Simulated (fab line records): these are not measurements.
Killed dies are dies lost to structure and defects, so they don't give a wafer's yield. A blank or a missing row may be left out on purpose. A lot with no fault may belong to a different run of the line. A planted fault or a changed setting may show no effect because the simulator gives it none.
2 desks, one fault | flow sfqLine | every desk sees just its own numbers, and what lay behind them comes last

## TOOL OWNER'S DESK, lithoTrack-02
The tool's own readings at SFQ_TRILAYER_M3_LITHO_COAT_075 (resist thk 600 nm): means of the sampled wafers that have a number, for each lot that ran on this tool. A lot is out of limits, marked OUT, if its mean lies more than 4 standard deviations from the usual mean; the brackets give that distance.
Columns: A = dispensePressureKPa at SFQ_TRILAYER_M3_LITHO_COAT_075, usual 50.4 kPa
lot  | first seen here | A
L849 | day 23 04:15    | 52.4
L864 | day 28 04:17    | 52.5
L865 | day 28 19:21    | 52.5
Result from this desk: across the 3 lots, nothing is out of limits.

## FROM THE METROLOGY DESK
What the gauges read for every lot (on any tool): the sampled wafers with a number, averaged. A lot is out of limits, marked OUT, if its mean lies more than 4 standard deviations from the usual mean; the brackets give that distance.
Columns: A = I2_OVL at SFQ_I2_OVL_MEAS_918, usual -7 nm; B = M3_NB_RS at SFQ_M3_RS_MEAS_919, usual 0.889 ohm/sq; C = M3_OVL at SFQ_M3_OVL_MEAS_921, usual -1 nm
lot  | first seen here | A   | B     | C
L849 | day 23 02:38    | -3  | 0.894 | -7
L855 | day 25 11:35    | -8  | 0.891 | -2
L864 | day 28 02:38    | -10 | 0.881 | 0
L865 | day 28 17:46    | -10 | 0.901 | -0
L869 | day 30 10:35    | -6  | 0.886 | 2
L870 | day 30 15:22    | 0   | 0.887 | 1
Result from this desk: across the 6 lots, nothing is out of limits.

## PUT TOGETHER
The tool owner's desk saw nothing out of limits.
Metrology desk: nothing out of limits seen.

## WHAT THE SIMULATOR HAD INSERTED
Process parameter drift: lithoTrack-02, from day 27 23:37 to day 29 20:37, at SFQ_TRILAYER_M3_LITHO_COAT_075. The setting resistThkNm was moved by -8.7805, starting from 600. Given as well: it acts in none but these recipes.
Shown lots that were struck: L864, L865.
